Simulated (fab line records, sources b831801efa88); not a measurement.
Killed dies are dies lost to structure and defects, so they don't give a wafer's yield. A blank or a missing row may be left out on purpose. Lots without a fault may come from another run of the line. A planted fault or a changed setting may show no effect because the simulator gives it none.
fab line records | flow gf180mcu
record lots=13 wafers=39 last_day=36
route steps=602 shown MVSD@74 V1@337 M2@364
lots that met no fault: from a run of the same line without faults
start_h: hours from the record's first day to the start of the lot's first wafer shown | wait_h: hours since the lot's step before | " the same as in the row above | L1.1+2: a row that stands for several wafers | - no value, or no start given | * or withheld: withheld | < > ~ a bound
route shown NAME@n: a module of which the file shows steps, and the number in the route of the first | usual: mean/standard deviation of fault-free wafers | same: alike in all rows | chamber/n: place in a boat | sites: the reading at each site | _std_site: their standard deviation | _edge_site: outer sites' mean less inner sites' | radius_mm: how far each site lies from the wafer's centre | mask NAME#n: copy n | behind: the tool/chamber that last shaped the wafer | hold: why the lot was held/for how many hours/how that ended | device: the transistor (n, p or np) that didn't switch | end of line: the same wafers' tests at the end of the route | a step without rows: its recipe alone | killed: dies lost to structure and defects at the first sort, not the wafer's yield | map: a wafer's dies, x killed, . not, _ none there
set.NAME: the setting as run; set.NAME@STEP: as run at that earlier step | model.NAME: the simulator's own value behind a step, which no gauge read
steps of the route over a sample of lots; a table a step, a row a wafer
services: from which hour (start_h, from the record's first day; less than 0 if before it) a tool's chamber was out of use, for how many hours, and why
## steps
# step GF_MVSD_IMPLANT_08
# recipe species=P energy_kev=403.7 dose_cm2=1.6e+13 tilt_deg=0
# usual beam_energy_keV=403.71/0.12 dose_ions_cm2=1.6002e+13/1.9e+10 faraday_current_uA=90.4/1.9
# columns lot.wafer tool chamber start_h wait_h beam_energy_keV dose_ions_cm2 faraday_current_uA
L692.2 implanter-02 0 88.42 0.0 403.56 1.6007e+13 93.3
L692.5 " 0 " " 403.60 1.5978e+13 92.6
L692.6 " 0 " " 403.78 1.5973e+13 89.0
L694.1 implanter-02 0 102.77 0.0 403.70 1.6003e+13 93.0
L694.4 " 0 " " 403.65 1.6007e+13 89.5
L694.6 " 0 " " 403.85 1.601e+13 87.7
L695.1 implanter-03 0 108.56 0.0 403.57 1.6009e+13 93.1
L695.3 " 0 " " 403.76 1.5988e+13 90.6
L695.5 " 0 " " 403.65 1.5974e+13 89.6
L696.1 implanter-04 0 114.71 0.0 403.85 1.6024e+13 91.5
L696.5 " 0 " " 403.76 1.6026e+13 88.3
L696.6 " 0 " " 403.89 1.5985e+13 91.3
L697.1 implanter-04 0 118.28 0.0 403.60 1.599e+13 92.0
L697.2 " 0 " " 403.66 1.5979e+13 86.8
L697.6 " 0 " " 403.60 1.5999e+13 93.3
L699.1 implanter-04 0 132.46 0.0 403.90 1.5961e+13 90.8
L699.4 " 0 " " 403.81 1.6014e+13 90.7
L699.6 " 0 " " 403.85 1.6016e+13 90.8
L700.2 implanter-02 0 137.78 0.0 403.78 1.6031e+13 89.9
L700.4 " 0 " " 403.58 1.6012e+13 88.7
L700.6 " 0 " " 403.75 1.6041e+13 88.4
L701.1 implanter-02 0 144.73 0.0 403.37 1.6038e+13 89.8
L701.2 " 0 " " 403.51 1.6021e+13 91.3
L701.6 " 0 " " 403.58 1.6043e+13 90.4
L708.3 implanter-02 0 183.78 0.1 403.72 1.3025e+13 75.5
L708.5 " 0 " " 403.83 1.3053e+13 72.4
L708.6 " 0 " " 403.59 1.3041e+13 74.1
L711.1 implanter-02 0 202.21 0.0 403.83 1.302e+13 74.2
L711.5 " 0 " " 403.84 1.3004e+13 71.1
L711.6 " 0 " " 403.86 1.3002e+13 73.2
L712.1 implanter-04 0 209.16 0.0 403.65 1.6017e+13 91.4
L712.3 " 0 " " 403.73 1.6014e+13 91.7
L712.4 " 0 " " 403.69 1.5992e+13 88.1
L714.1 implanter-03 0 222.36 0.0 403.73 1.599e+13 91.5
L714.4 " 0 " " 403.67 1.6007e+13 92.6
L714.6 " 0 " " 403.60 1.6003e+13 90.5
L715.3 implanter-03 0 227.06 0.1 403.81 1.5994e+13 90.9
L715.4 " 0 " " 403.82 1.6013e+13 90.9
L715.5 " 0 " " 403.79 1.6045e+13 87.6
# step GF_MVSD_TW_MEAS_11
# usual MVSD_TW=1568/9.3
# columns lot.wafer tool chamber start_h wait_h MVSD_TW
L692.2 film_metro-04 - 88.80 0.1 1568
L692.5 " - " " 1569
L692.6 " - " " 1570
L694.1 film_metro-04 - 103.17 0.1 1551
L694.4 " - " " 1562
L694.6 " - " " 1555
L695.1 film_metro-04 - 108.96 0.1 1567
L695.3 " - " " 1551
L695.5 " - " " 1554
L696.1 film_metro-02 - 115.12 0.1 1568
L696.5 " - " " 1559
L696.6 " - " " 1554
L697.1 film_metro-02 - 118.68 0.1 1559
L697.2 " - " " 1547
L697.6 " - " " 1564
L699.1 film_metro-04 - 132.86 0.1 1577
L699.4 " - " " 1582
L699.6 " - " " 1572
L700.2 film_metro-03 - 138.17 0.1 1578
L700.4 " - " " 1587
L700.6 " - " " 1581
L701.1 film_metro-03 - 145.13 0.1 1576
L701.2 " - " " 1572
L701.6 " - " " 1572
L708.3 film_metro-04 - 184.15 0.1 1478
L708.5 " - " " 1485
L708.6 " - " " 1484
L711.1 film_metro-04 - 202.61 0.1 1481
L711.5 " - " " 1487
L711.6 " - " " 1489
L712.1 film_metro-04 - 209.56 0.1 1568
L712.3 " - " " 1565
L712.4 " - " " 1568
L714.1 film_metro-04 - 222.76 0.1 1572
L714.4 " - " " 1573
L714.6 " - " " 1568
L715.3 film_metro-02 - 227.43 0.1 1574
L715.4 " - " " 1562
L715.5 " - " " 1560
# step GF_VT_IMPLANT_RS_MEAS_46
# recipe thk_meas_gauge=four-point-probe
# usual MVSD_RS=456.0/1.1
# columns lot.wafer tool chamber start_h wait_h MVSD_RS[ohm/sq]
L692.2 film_metro-02 - 175.78 0.1 456.3
L692.5 " - " " 456.9
L692.6 " - " " 456.7
L694.1 film_metro-04 - 190.91 0.1 454.9
L694.4 " - " " 456.6
L694.6 " - " " 456.0
L695.1 film_metro-03 - 199.07 0.1 455.3
L695.3 " - " " 455.4
L695.5 " - " " 453.9
L696.1 film_metro-04 - 205.81 0.1 457.4
L696.5 " - " " 455.2
L696.6 " - " " 457.7
L697.1 film_metro-04 - 211.26 0.1 455.3
L697.2 " - " " 456.4
L697.6 " - " " 456.4
L699.1 film_metro-04 - 226.62 0.1 456.7
L699.4 " - " " 456.5
L699.6 " - " " 454.3
L700.2 film_metro-04 - 234.28 0.1 458.6
L700.4 " - " " 457.8
L700.6 " - " " 457.7
L701.1 film_metro-03 - 241.59 0.1 456.4
L701.2 " - " " 456.3
L701.6 " - " " 456.7
L708.3 film_metro-04 - 287.03 0.1 507.0
L708.5 " - " " 507.3
L708.6 " - " " 508.3
L711.1 film_metro-02 - 306.09 0.1 505.5
L711.5 " - " " 504.9
L711.6 " - " " 506.0
L712.1 film_metro-03 - 313.77 0.1 457.1
L712.3 " - " " 455.9
L712.4 " - " " 455.2
L714.1 film_metro-02 - 328.14 0.1 454.9
L714.4 " - " " 456.0
L714.6 " - " " 457.1
L715.3 film_metro-04 - 334.15 0.1 454.6
L715.4 " - " " 456.2
L715.5 " - " " 455.6
# step GF_V1_CVD_02
# recipe material=SiO2 target_thk_nm=850 precursor=TEOS temp_c=400 time_s=94.851 rf_w=600
# usual heater_power_w=632/69
# columns lot.wafer tool chamber start_h wait_h heater_power_w
L692.2 pecvd-03 0 433.65 0.0 618
L692.5 " 0 " " 665
L692.6 " 2 " " 481
L694.1 pecvd-02 0 454.72 0.1 645
L694.4 " 1 " " 629
L694.6 " 0 " " 715
L695.1 pecvd-02 1 464.58 0.1 650
L695.3 " 0 " " 775
L695.5 " 2 " " 644
L696.1 pecvd-01 2 468.03 0.1 681
L696.5 " 2 " " 711
L696.6 " 1 " " 571
L697.1 pecvd-01 2 481.17 0.1 637
L697.2 " 1 " " 564
L697.6 " 1 " " 595
L699.1 pecvd-02 2 493.46 0.1 676
L699.4 " 0 " " 775
L699.6 " 2 " " 559
L700.2 pecvd-02 0 508.79 0.0 721
L700.4 " 1 " " 627
L700.6 " 2 " " 623
L701.1 pecvd-02 2 515.07 0.1 566
L701.2 " 0 " " 706
L701.6 " 0 " " 736
L708.3 pecvd-03 0 566.47 0.0 649
L708.5 " 1 " " 686
L708.6 " 2 " " 491
L711.1 pecvd-03 1 586.47 0.1 652
L711.5 " 2 " " 603
L711.6 " 1 " " 690
L712.1 pecvd-01 1 593.72 0.1 523
L712.3 " 0 " " 652
L712.4 " 1 " " 583
L714.1 pecvd-03 1 611.47 0.1 635
L714.4 " 2 " " 612
L714.6 " 1 " " 647
L715.3 pecvd-02 0 616.00 0.0 726
L715.4 " 2 " " 615
L715.5 " 1 " " 640
# step GF_V1_SPUTTER_21
# recipe material=Ti target_thk_nm=15 chamber_pressure_pa=5 power_w=2500 substrate_temp_c=200 time_s=80.02
# usual throttle_valve_pct=29.9/1.1
# columns lot.wafer tool chamber start_h wait_h throttle_valve_pct
L692.2 pvd_sputter-04 - 459.50 0.0 31.2
L692.5 " - " " 30.8
L692.6 " - " " 29.7
L694.1 pvd_sputter-01 - 481.27 0.0 30.6
L694.4 " - " " 29.2
L694.6 " - " " 29.0
L695.1 pvd_sputter-04 - 491.13 0.0 31.0
L695.3 " - " " 29.7
L695.5 " - " " 30.1
L696.1 pvd_sputter-01 - 495.04 0.0 28.6
L696.5 " - " " 28.7
L696.6 " - " " 30.3
L697.1 pvd_sputter-02 - 507.76 0.0 32.0
L697.2 " - " " 31.4
L697.6 " - " " 27.8
L699.1 pvd_sputter-02 - 519.64 0.0 31.3
L699.4 " - " " 31.9
L699.6 " - " " 29.3
L700.2 pvd_sputter-04 - 534.53 0.0 30.1
L700.4 " - " " 31.1
L700.6 " - " " 30.3
L701.1 pvd_sputter-01 - 540.60 0.0 29.1
L701.2 " - " " 28.3
L701.6 " - " " 30.4
L708.3 pvd_sputter-02 - 591.00 0.0 29.9
L708.5 " - " " 31.9
L708.6 " - " " 29.4
L711.1 pvd_sputter-01 - 611.06 0.0 30.2
L711.5 " - " " 29.3
L711.6 " - " " 28.4
L712.1 pvd_sputter-01 - 616.18 0.0 30.6
L712.3 " - " " 28.4
L712.4 " - " " 29.3
L714.1 pvd_sputter-04 - 634.33 0.0 29.9
L714.4 " - " " 30.1
L714.6 " - " " 29.8
L715.3 pvd_sputter-02 - 639.18 0.0 27.4
L715.4 " - " " 31.5
L715.5 " - " " 32.4
# step GF_M2_SPUTTER_02
# recipe material=AlCu target_thk_nm=450 power_w=10600 time_s=23.9 chamber_pressure_pa=0.4
# usual throttle_valve_pct=30.2/1.2
# columns lot.wafer tool chamber start_h wait_h throttle_valve_pct
L692.2 pvd_sputter-04 - 460.32 0.0 31.2
L692.5 " - " " 30.5
L692.6 " - " " 30.1
L694.1 pvd_sputter-02 - 482.20 0.0 31.3
L694.4 " - " " 27.6
L694.6 " - " " 31.2
L695.1 pvd_sputter-03 - 491.95 0.0 30.9
L695.3 " - " " 30.0
L695.5 " - " " 29.0
L696.1 pvd_sputter-04 - 495.87 0.0 30.0
L696.5 " - " " 30.9
L696.6 " - " " 29.7
L697.1 pvd_sputter-03 - 508.59 0.0 28.6
L697.2 " - " " 30.7
L697.6 " - " " 30.8
L699.1 pvd_sputter-03 - 520.46 0.0 30.7
L699.4 " - " " 30.6
L699.6 " - " " 29.8
L700.2 pvd_sputter-02 - 535.36 0.0 31.1
L700.4 " - " " 29.4
L700.6 " - " " 31.2
L701.1 pvd_sputter-02 - 541.42 0.0 27.8
L701.2 " - " " 31.0
L701.6 " - " " 31.5
L708.3 pvd_sputter-04 - 591.83 0.0 30.6
L708.5 " - " " 30.3
L708.6 " - " " 30.6
L711.1 pvd_sputter-02 - 611.88 0.0 31.4
L711.5 " - " " 31.1
L711.6 " - " " 29.4
L712.1 pvd_sputter-03 - 617.12 0.0 30.9
L712.3 " - " " 30.8
L712.4 " - " " 30.0
L714.1 pvd_sputter-03 - 635.15 0.0 30.8
L714.4 " - " " 30.9
L714.6 " - " " 30.5
L715.3 pvd_sputter-03 - 640.24 0.0 30.5
L715.4 " - " " 30.9
L715.5 " - " " 29.7
## services
# columns tool chamber start_h hours kind
implanter-02 - 70.11 0.5 repair
implanter-02 - 132.46 0.5 repair
pvd_sputter-02 - 163.92 3.8 repair
pecvd-02 1 166.96 74.5 repair
pvd_sputter-02 - 170.89 0.7 repair
pvd_sputter-02 - 192.77 2.9 repair
pvd_sputter-04 - 212.64 3.0 repair
pecvd-02 0 217.26 11.4 repair
pvd_sputter-03 - 244.98 1.8 repair
implanter-02 - 250.90 2.2 repair
pvd_sputter-03 - 253.70 0.6 repair
pecvd-02 0 255.43 14.7 repair
pvd_sputter-04 - 270.49 3.4 repair
pecvd-02 - 290.47 38.9 repair
implanter-02 - 292.86 1.0 repair
pecvd-02 - 298.51 1.0 repair
pvd_sputter-04 - 307.67 1.2 repair
pvd_sputter-04 - 324.33 7.5 repair
pvd_sputter-03 - 356.54 2.6 repair
pecvd-02 - 360.03 2.8 pm
pecvd-02 1 364.89 14.3 repair
pecvd-02 0 380.45 14.6 repair
pvd_sputter-03 - 451.92 1.3 repair
pvd_sputter-02 - 515.81 3.5 repair
## key
first_sign step=GF_MVSD_IMPLANT_08 reading=dose_ions_cm2 direction=down sigmas=99+ usual=1.6002e+13 struck=1.3024e+13
effect step=GF_MVSD_IMPLANT_08 reading=faraday_current_uA direction=down sigmas=9.1 usual=90.4 struck=73.4
effect step=GF_MVSD_TW_MEAS_11 reading=MVSD_TW direction=down sigmas=9.1 usual=1568 struck=1484
effect step=GF_VT_IMPLANT_RS_MEAS_46 reading=MVSD_RS direction=up sigmas=47 usual=456.0 struck=506.5
met_at GF_MVSD_IMPLANT_08
struck_lots L708,L711
tester_left_out L708,L711
not_acting_at GF_V1_CVD_02,GF_V1_SPUTTER_21,GF_M2_SPUTTER_02
onset_between 144.73 183.78
fault kind=process_parameter_drift tool=implanter-02 chamber=- onset_h=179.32 steps=GF_MVSD_IMPLANT_08 channel=dose_cm2 offset=-2.9734e+12 shape=step end_h=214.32 acts_in=these_recipes_only stated=1.6e+13
# tester_left_out: of these lots the tester's yield and bins aren't shown, on N5 and GAA mostly nor the transistor test; their killed dies are dies lost to structure and defects alone, not to doping, threshold or leakage, so they don't give the yield
